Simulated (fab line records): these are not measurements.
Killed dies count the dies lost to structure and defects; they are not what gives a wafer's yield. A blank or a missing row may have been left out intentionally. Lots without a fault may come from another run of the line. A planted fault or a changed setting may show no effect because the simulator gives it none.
fab line records + flow gf180mcu
[record]
- lots = 7
- wafers = 21
- last_day = 34
route steps=602 shown V4@491 MIM@503
lots that met no fault: taken from a fault-free run of the same line
start_h: hours from the record's opening day to when the first of the lot's shown wafers began + wait_h: hours since the lot's step before + " as in the row above + L1.1+2: a row that stands for several wafers + - value missing, or start not given + * or withheld: withheld + < > ~ a bound
route shown NAME@n: a module of which the file shows steps, and the number in the route of the first + usual: mean/standard deviation taken from wafers without a fault + same: alike in all rows + chamber/n: place in a boat + sites: readings site by site + _std_site: the standard deviation of these + _edge_site: the outer-site mean with the inner-site mean subtracted + radius_mm: for every site, how far away it sits from the centre of the wafer + mask NAME#n: copy n + behind: the last tool/chamber to shape the wafer + hold: reason for holding the lot/hours on hold/outcome of the hold + device: names the non-switching transistor (n, p or np) + end of line: tests of these same wafers at the route's end + a step given without rows: its recipe and nothing more + killed: count of dies lost to structure and defects at first sort (not the wafer's yield) + map: dies across one wafer; x = killed, . = not, _ = none there
set.NAME: the setting as run; set.NAME@STEP: as run at that earlier step + model.NAME: the simulator's own value behind a step, which no gauge read
lots at some steps of the route; a table a step, a row a wafer
services: a tool's chamber out of use, with start hour (start_h, from the record's first day; less than 0 if before it), hours out, and reason
[[steps]]
[step GF_V4_OVL_MEAS_15]
[usual]
- V4_OVL = -1/6.9
| lot.wafer | tool       | chamber | start_h | wait_h | V4_OVL[nm] |
|-----------|------------|---------|---------|--------|------------|
| L451.2    | overlay-01 | -       | 591.89  | 0.1    | 12         |
| L451.5    | "          | -       | "       | "      | 14         |
| L451.6    | "          | -       | "       | "      | 4          |
| L456.2    | overlay-01 | -       | 636.33  | 0.1    | -5         |
| L456.3    | "          | -       | "       | "      | 3          |
| L456.5    | "          | -       | "       | "      | 0          |
| L457.1    | overlay-01 | -       | 643.16  | 0.1    | 5          |
| L457.5    | "          | -       | "       | "      | -1         |
| L457.6    | "          | -       | "       | "      | 5          |
| L458.1    | overlay-01 | -       | 647.06  | 0.1    | 1          |
| L458.5    | "          | -       | "       | "      | 12         |
| L458.6    | "          | -       | "       | "      | 2          |
| L465.4    | overlay-01 | -       | 696.33  | 0.1    | -6         |
| L465.5    | "          | -       | "       | "      | -14        |
| L465.6    | "          | -       | "       | "      | 1          |
| L466.1    | overlay-02 | -       | 713.46  | 0.1    | -4         |
| L466.3    | "          | -       | "       | "      | -9         |
| L466.4    | "          | -       | "       | "      | -1         |
| L467.1    | overlay-01 | -       | 715.98  | 0.1    | 8          |
| L467.3    | "          | -       | "       | "      | 9          |
| L467.5    | "          | -       | "       | "      | 2          |
[step GF_V4_ETCH_16]
[recipe]
- chemistry = N2/H2
- target_depth_a = withheld
- overetch_a = withheld
- time_s = withheld
- target = BARC
- ion_energy_ev = 200
- source_w = 500
- bias_w = 100
- pressure_mtorr = 30
- n2_flow_sccm = 100
- h2_flow_sccm = 200
[usual]
- drypump_motor_current_A = 5.8/0.39
- oes_product_au = 0.854/0.0046
- throttle_valve_pct = 13.225/0.0085
| lot.wafer | tool        | chamber | start_h | wait_h | drypump_motor_current_A | oes_product_au | throttle_valve_pct |
|-----------|-------------|---------|---------|--------|-------------------------|----------------|--------------------|
| L451.2    | rie_diel-03 | 3       | 591.92  | 0.0    | 5.6                     | 0.856          | 13.205             |
| L451.5    | "           | 1       | "       | "      | 5.8                     | 0.861          | 13.225             |
| L451.6    | "           | 2       | "       | "      | 6.2                     | 0.852          | 13.232             |
| L456.2    | rie_diel-04 | 2       | 636.36  | 0.0    | 5.6                     | 0.862          | 13.224             |
| L456.3    | "           | 0       | "       | "      | 5.1                     | 0.855          | 13.227             |
| L456.5    | "           | 1       | "       | "      | 6.3                     | 0.854          | 13.229             |
| L457.1    | rie_diel-03 | 0       | 643.19  | 0.0    | 5.7                     | 0.858          | 13.229             |
| L457.5    | "           | 3       | "       | "      | 5.6                     | 0.847          | 13.224             |
| L457.6    | "           | 0       | "       | "      | 5.7                     | 0.855          | 13.215             |
| L458.1    | rie_diel-01 | 3       | 647.09  | 0.0    | 6.2                     | 0.849          | 13.214             |
| L458.5    | "           | 1       | "       | "      | 6.1                     | 0.850          | 13.239             |
| L458.6    | "           | 2       | "       | "      | 5.3                     | 0.852          | 13.232             |
| L465.4    | rie_diel-04 | 3       | 696.34  | 0.0    | 6.0                     | 0.851          | 13.227             |
| L465.5    | "           | 3       | "       | "      | 6.0                     | 0.859          | 13.226             |
| L465.6    | "           | 0       | "       | "      | 5.1                     | 0.861          | 13.228             |
| L466.1    | rie_diel-03 | 0       | 713.49  | 0.0    | 5.7                     | 0.850          | 13.231             |
| L466.3    | "           | 1       | "       | "      | 5.8                     | 0.848          | 13.224             |
| L466.4    | "           | 3       | "       | "      | 5.6                     | 0.848          | 13.224             |
| L467.1    | rie_diel-01 | 1       | 716.01  | 0.0    | 6.1                     | 0.850          | 13.230             |
| L467.3    | "           | 2       | "       | "      | 5.3                     | 0.850          | 13.215             |
| L467.5    | "           | 1       | "       | "      | 6.1                     | 0.858          | 13.221             |
[step GF_V4_ETCH_17]
[recipe]
- chemistry = C4F8/O2/Ar
- mask_material = KrF
- target = SiO2
- stop_on = TiN
- source_w = 1500
- bias_w = 1200
- pressure_mtorr = 40
- c4f8_flow_sccm = withheld
- O2_flow_sccm = 6
- Ar_flow_sccm = 300
- time_s = withheld
- target_depth_a = 6300
[usual]
- oes_product_au = 0.856/0.0047
| lot.wafer | tool        | chamber | start_h | wait_h | oes_product_au |
|-----------|-------------|---------|---------|--------|----------------|
| L451.2    | rie_diel-03 | 3       | -       | -      | 0.853          |
| L451.5    | "           | 1       | "       | "      | 0.855          |
| L451.6    | "           | 2       | "       | "      | 0.853          |
| L456.2    | rie_diel-04 | 2       | -       | -      | 0.850          |
| L456.3    | "           | 0       | "       | "      | 0.859          |
| L456.5    | "           | 1       | "       | "      | 0.849          |
| L457.1    | rie_diel-03 | 0       | -       | -      | 0.857          |
| L457.5    | "           | 3       | "       | "      | 0.855          |
| L457.6    | "           | 0       | "       | "      | 0.851          |
| L458.1    | rie_diel-01 | 3       | -       | -      | 0.857          |
| L458.5    | "           | 1       | "       | "      | 0.849          |
| L458.6    | "           | 2       | "       | "      | 0.855          |
| L465.4    | rie_diel-04 | 3       | -       | -      | 0.855          |
| L465.5    | "           | 3       | "       | "      | 0.854          |
| L465.6    | "           | 0       | "       | "      | 0.851          |
| L466.1    | rie_diel-03 | 0       | -       | -      | 0.857          |
| L466.3    | "           | 1       | "       | "      | 0.860          |
| L466.4    | "           | 3       | "       | "      | 0.858          |
| L467.1    | rie_diel-01 | 1       | -       | -      | 0.860          |
| L467.3    | "           | 2       | "       | "      | 0.858          |
| L467.5    | "           | 1       | "       | "      | 0.855          |
[step GF_V4_STRIP_18]
[recipe]
- chemistry = O2/N2
- power_w = 1400
- pressure_mtorr = 1500
- platen_temp_c = 250
- o2_flow_sccm = 3000
- n2_flow_sccm = 300
- overash_fraction = 0.5
[step GF_V4_STRIP_19]
[recipe]
- chemistry = post_etch_residue_remover
- time_s = 1200
- temp_c = 72.5
[step GF_V4_CLEAN_20]
[recipe]
- chemistry = DIW
- dry = n2_spin
[step GF_V4_SPUTTER_21]
[recipe]
- material = Ti
- target_thk_nm = 15
- chamber_pressure_pa = 5
- power_w = 2500
- substrate_temp_c = 200
- time_s = 80.02
[step GF_V4_SPUTTER_22]
[recipe]
- material = TiN
- target_thk_nm = 10
- chamber_pressure_pa = 5
- power_w = 4000
- time_s = 40
[usual]
- throttle_valve_pct = 29.8/0.98
| lot.wafer | tool           | chamber | start_h | wait_h | throttle_valve_pct |
|-----------|----------------|---------|---------|--------|--------------------|
| L451.2    | pvd_sputter-01 | -       | 592.64  | 0.0    | 29.8               |
| L451.5    | "              | -       | "       | "      | 29.8               |
| L451.6    | "              | -       | "       | "      | 30.1               |
| L456.2    | pvd_sputter-04 | -       | 637.09  | 0.0    | 29.5               |
| L456.3    | "              | -       | "       | "      | 29.1               |
| L456.5    | "              | -       | "       | "      | 31.3               |
| L457.1    | pvd_sputter-01 | -       | 643.95  | 0.0    | 31.3               |
| L457.5    | "              | -       | "       | "      | 30.0               |
| L457.6    | "              | -       | "       | "      | 30.0               |
| L458.1    | pvd_sputter-01 | -       | 648.23  | 0.0    | 29.8               |
| L458.5    | "              | -       | "       | "      | 30.1               |
| L458.6    | "              | -       | "       | "      | 29.8               |
| L465.4    | pvd_sputter-01 | -       | 697.07  | 0.0    | 30.2               |
| L465.5    | "              | -       | "       | "      | 28.6               |
| L465.6    | "              | -       | "       | "      | 29.8               |
| L466.1    | pvd_sputter-01 | -       | 714.26  | 0.0    | 29.9               |
| L466.3    | "              | -       | "       | "      | 31.2               |
| L466.4    | "              | -       | "       | "      | 28.7               |
| L467.1    | pvd_sputter-04 | -       | 716.78  | 0.0    | 31.2               |
| L467.3    | "              | -       | "       | "      | 29.8               |
| L467.5    | "              | -       | "       | "      | 29.1               |
[step GF_V4_CVD_23]
[recipe]
- material = W
- target_thk_nm = 350
- time_s = 104.9
- temp_c = 400
- pressure_torr = 40
[usual]
- heater_power_w = 852/72
| lot.wafer | tool     | chamber | start_h | wait_h | heater_power_w |
|-----------|----------|---------|---------|--------|----------------|
| L451.2    | cvd_w-02 | 1       | 592.68  | 0.0    | 898            |
| L451.5    | "        | 0       | "       | "      | 850            |
| L451.6    | "        | 1       | "       | "      | 897            |
| L456.2    | cvd_w-02 | 1       | 637.13  | 0.0    | 913            |
| L456.3    | "        | 0       | "       | "      | 867            |
| L456.5    | "        | 1       | "       | "      | 934            |
| L457.1    | cvd_w-02 | 1       | 643.99  | 0.0    | 924            |
| L457.5    | "        | 1       | "       | "      | 942            |
| L457.6    | "        | 0       | "       | "      | 881            |
| L458.1    | cvd_w-02 | 1       | 648.27  | 0.0    | 928            |
| L458.5    | "        | 0       | "       | "      | 848            |
| L458.6    | "        | 1       | "       | "      | 907            |
| L465.4    | cvd_w-01 | 1       | 697.14  | 0.1    | 834            |
| L465.5    | "        | 0       | "       | "      | 698            |
| L465.6    | "        | 1       | "       | "      | 834            |
| L466.1    | cvd_w-01 | 1       | 714.30  | 0.0    | 826            |
| L466.3    | "        | 1       | "       | "      | 832            |
| L466.4    | "        | 0       | "       | "      | 721            |
| L467.1    | cvd_w-02 | 1       | 716.82  | 0.0    | 932            |
| L467.3    | "        | 0       | "       | "      | 858            |
| L467.5    | "        | 0       | "       | "      | 885            |
[step GF_V4_RS_MEAS_24]
[recipe]
- thk_meas_gauge = four-point-probe
- reads = W_of_V4_CVD_23+TiN_of_V4_SPUTTER_22+Ti_of_V4_SPUTTER_21
[usual]
- V4_W_RS = 0.326/0.0048
| lot.wafer | tool          | chamber | start_h | wait_h | V4_W_RS[ohm/sq] |
|-----------|---------------|---------|---------|--------|-----------------|
| L451.2    | film_metro-04 | -       | 592.82  | 0.1    | 0.330           |
| L451.5    | "             | -       | "       | "      | 0.332           |
| L451.6    | "             | -       | "       | "      | 0.330           |
| L456.2    | film_metro-02 | -       | 637.26  | 0.1    | 0.332           |
| L456.3    | "             | -       | "       | "      | 0.327           |
| L456.5    | "             | -       | "       | "      | 0.334           |
| L457.1    | film_metro-04 | -       | 644.10  | 0.1    | 0.333           |
| L457.5    | "             | -       | "       | "      | 0.335           |
| L457.6    | "             | -       | "       | "      | 0.328           |
| L458.1    | film_metro-04 | -       | 648.38  | 0.1    | 0.331           |
| L458.5    | "             | -       | "       | "      | 0.329           |
| L458.6    | "             | -       | "       | "      | 0.333           |
| L465.4    | film_metro-02 | -       | 697.28  | 0.1    | 0.320           |
| L465.5    | "             | -       | "       | "      | 0.326           |
| L465.6    | "             | -       | "       | "      | 0.323           |
| L466.1    | film_metro-03 | -       | 714.41  | 0.1    | 0.318           |
| L466.3    | "             | -       | "       | "      | 0.321           |
| L466.4    | "             | -       | "       | "      | 0.329           |
| L467.1    | film_metro-04 | -       | 716.93  | 0.1    | 0.323           |
| L467.3    | "             | -       | "       | "      | 0.327           |
| L467.5    | "             | -       | "       | "      | 0.325           |
[step GF_V4_THK_MEAS_25]
[recipe]
- thk_meas_gauge = xrf
- reads = W_of_V4_CVD_23
[usual]
- V4_W_THK = 357/5.7
| lot.wafer | tool          | chamber | start_h | wait_h | V4_W_THK[nm] |
|-----------|---------------|---------|---------|--------|--------------|
| L451.2    | film_metro-04 | -       | 592.93  | 0.1    | 355          |
| L451.5    | "             | -       | "       | "      | 350          |
| L451.6    | "             | -       | "       | "      | 353          |
| L456.2    | film_metro-02 | -       | 637.37  | 0.1    | 353          |
| L456.3    | "             | -       | "       | "      | 362          |
| L456.5    | "             | -       | "       | "      | 352          |
| L457.1    | film_metro-04 | -       | 644.22  | 0.1    | 350          |
| L457.5    | "             | -       | "       | "      | 348          |
| L457.6    | "             | -       | "       | "      | 356          |
| L458.1    | film_metro-04 | -       | 648.50  | 0.1    | 353          |
| L458.5    | "             | -       | "       | "      | 357          |
| L458.6    | "             | -       | "       | "      | 352          |
| L465.4    | film_metro-02 | -       | 697.37  | 0.1    | 364          |
| L465.5    | "             | -       | "       | "      | 360          |
| L465.6    | "             | -       | "       | "      | 360          |
| L466.1    | film_metro-03 | -       | 714.53  | 0.1    | 367          |
| L466.3    | "             | -       | "       | "      | 367          |
| L466.4    | "             | -       | "       | "      | 354          |
| L467.1    | film_metro-04 | -       | 717.05  | 0.1    | 360          |
| L467.3    | "             | -       | "       | "      | 355          |
| L467.5    | "             | -       | "       | "      | 356          |
[step GF_V4_CMP_26]
[recipe]
- stop_on = SiO2
- down_force_psi = 3.5
- platen_rpm = 60
- t_overpolish_s = 15
- target_thk_nm = 0
- pad_velocity_m_s = 0.94248
[usual]
- edge_zone_pressure_frac = 1.000/0.0049
- motor_current_A = 10.6/1.3
- overpolish_run_s = 15.000/0.0082
- time_to_endpoint_s = 85.3/2.7
| lot.wafer | tool   | chamber | start_h | wait_h | edge_zone_pressure_frac | motor_current_A | overpolish_run_s | time_to_endpoint_s |
|-----------|--------|---------|---------|--------|-------------------------|-----------------|------------------|--------------------|
| L451.2    | cmp-02 | 1       | 593.08  | 0.1    | 1.003                   | 8.2             | 15.008           | 82.6               |
| L451.6    | "      | 3       | "       | "      | 0.996                   | 10.5            | 14.994           | 84.1               |
| L451.5    | "      | 0       | "       | "      | 1.000                   | 11.4            | 15.016           | 85.9               |
| L456.2    | cmp-02 | 1       | 637.42  | 0.0    | 1.003                   | 8.3             | 14.992           | 83.5               |
| L456.3    | "      | 2       | "       | "      | 1.001                   | 9.7             | 15.007           | 86.8               |
| L456.5    | "      | 1       | "       | "      | 1.003                   | 8.4             | 14.998           | 83.0               |
| L457.1    | cmp-01 | 0       | 644.33  | 0.1    | 0.993                   | 10.6            | 14.992           | 79.1               |
| L457.6    | "      | 3       | "       | "      | 0.997                   | 12.8            | 15.009           | 88.4               |
| L457.5    | "      | 0       | "       | "      | 1.004                   | 10.1            | 15.000           | 79.8               |
| L458.1    | cmp-02 | 3       | 648.73  | 0.2    | 0.996                   | 9.9             | 15.002           | 79.2               |
| L458.5    | "      | 2       | "       | "      | 0.995                   | 10.2            | 14.994           | 79.0               |
| L458.6    | "      | 3       | "       | "      | 0.998                   | 10.0            | 15.011           | 80.0               |
| L465.4    | cmp-01 | 2       | 697.50  | 0.1    | 0.996                   | 11.0            | 15.006           | 85.2               |
| L465.6    | "      | 0       | "       | "      | 0.996                   | 10.4            | 15.014           | 83.6               |
| L465.5    | "      | 1       | "       | "      | 0.998                   | 10.8            | 14.994           | 84.7               |
| L466.3    | cmp-02 | 0       | 714.59  | 0.0    | 1.001                   | 11.1            | 14.996           | 85.3               |
| L466.1    | "      | 1       | "       | "      | 0.986                   | 8.0             | 14.994           | 87.6               |
| L466.4    | "      | 3       | "       | "      | 0.994                   | 10.2            | 14.999           | 85.5               |
| L467.1    | cmp-02 | 3       | 717.21  | 0.1    | 0.998                   | 10.2            | 14.995           | 87.9               |
| L467.3    | "      | 0       | "       | "      | 1.000                   | 11.9            | 15.005           | 84.1               |
| L467.5    | "      | 2       | "       | "      | 1.001                   | 9.8             | 14.990           | 90.2               |
[step GF_MIM_SPUTTER_00]
[recipe]
- material = Ti
- target_thk_nm = 37.5
- arriving_ion_energy_ev = 80
- substrate_temp_c = 200
- chamber_pressure_pa = 2
- power_w = 4000
- time_s = 150
[usual]
- throttle_valve_pct = 29.7/1.1
| lot.wafer | tool           | chamber | start_h | wait_h | throttle_valve_pct | model.Ti_of_MIM_SPUTTER_00.thk_nm |
|-----------|----------------|---------|---------|--------|--------------------|-----------------------------------|
| L451.2    | pvd_sputter-02 | -       | 593.28  | 0.1    | 28.4               | 37.97                             |
| L451.5    | "              | -       | "       | "      | 28.4               | 38.27                             |
| L451.6    | "              | -       | "       | "      | 30.0               | 38.29                             |
| L456.2    | pvd_sputter-02 | -       | 637.72  | 0.2    | 31.3               | 29.43                             |
| L456.3    | "              | -       | "       | "      | 28.8               | 37.3                              |
| L456.5    | "              | -       | "       | "      | 28.4               | 29.12                             |
| L457.1    | pvd_sputter-02 | -       | 644.58  | 0.2    | 28.6               | 37.58                             |
| L457.5    | "              | -       | "       | "      | 29.6               | 29.85                             |
| L457.6    | "              | -       | "       | "      | 28.6               | 37.64                             |
| L458.1    | pvd_sputter-02 | -       | 648.98  | 0.2    | 28.7               | 37.46                             |
| L458.5    | "              | -       | "       | "      | 31.2               | 29.19                             |
| L458.6    | "              | -       | "       | "      | 29.8               | 37.36                             |
| L465.4    | pvd_sputter-01 | -       | 697.70  | 0.1    | 29.9               | 37.01                             |
| L465.5    | "              | -       | "       | "      | 30.1               | 36.95                             |
| L465.6    | "              | -       | "       | "      | 31.1               | 37.01                             |
| L466.1    | pvd_sputter-03 | -       | 714.89  | 0.2    | 30.5               | 37.62                             |
| L466.3    | "              | -       | "       | "      | 29.3               | 37.45                             |
| L466.4    | "              | -       | "       | "      | 31.4               | 38.01                             |
| L467.1    | pvd_sputter-03 | -       | 717.41  | 0.1    | 28.9               | 38.09                             |
| L467.3    | "              | -       | "       | "      | 30.6               | 37.69                             |
| L467.5    | "              | -       | "       | "      | 28.8               | 38.02                             |
[step GF_MIM_SPUTTER_01]
[recipe]
- material = TiN
- target_thk_nm = 30
- power_w = 6500
- time_s = 25
- chamber_pressure_pa = 0.4
[[services]]
| tool           | chamber | start_h | hours | kind   |
|----------------|---------|---------|-------|--------|
| pvd_sputter-03 | -       | 570.37  | 10.8  | repair |
| cmp-02         | -       | 572.25  | 4.0   | pm     |
| rie_diel-04    | -       | 584.99  | 1.5   | repair |
| cmp-02         | -       | 590.29  | 1.5   | repair |
| pvd_sputter-01 | -       | 594.80  | 1.5   | repair |
| pvd_sputter-04 | -       | 595.08  | 6.9   | repair |
| cmp-01         | -       | 597.85  | 6.1   | pm     |
| pvd_sputter-01 | -       | 603.62  | 1.2   | repair |
| rie_diel-01    | 1       | 610.16  | 13.2  | repair |
| cmp-02         | -       | 620.96  | 1.1   | repair |
| rie_diel-04    | 3       | 623.31  | 42.4  | repair |
| cmp-01         | -       | 635.94  | 0.5   | repair |
| rie_diel-04    | 2       | 652.66  | 5.7   | repair |
| cmp-02         | -       | 655.86  | 0.8   | repair |
| rie_diel-04    | 2       | 660.50  | 5.2   | repair |
| rie_diel-03    | -       | 677.10  | 0.2   | repair |
| cvd_w-02       | 1       | 680.63  | 2.9   | repair |
| rie_diel-04    | 1       | 687.84  | 4.3   | repair |
| rie_diel-04    | -       | 693.74  | 2.3   | repair |
| rie_diel-01    | 2       | 698.95  | 2.8   | repair |
| cmp-02         | -       | 703.92  | 2.7   | repair |
| rie_diel-01    | 0       | 705.33  | 9.0   | repair |
| cmp-02         | -       | 708.10  | 0.4   | repair |
| rie_diel-03    | 3       | 715.05  | 10.3  | repair |
[[key]]
first_sign none at tools or gauges
[model_effect]
- step = GF_MIM_SPUTTER_00
- value = Ti_of_MIM_SPUTTER_00.thk_nm
- without = 37.47
- struck = 29.4
met_at GF_MIM_SPUTTER_00
struck_wafers L456.2,L456.5,L457.5,L458.5
onset_between 593.28 637.72
[fault]
- kind = process_parameter_drift
- tool = pvd_sputter-02
- chamber = -
- onset_h = 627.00
- steps = GF_MIM_SPUTTER_00
- channel = time_s
- offset = *
- shape = step
- end_h = 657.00
- scope = struck_wafers_only
- acts_in = *
- stated = *
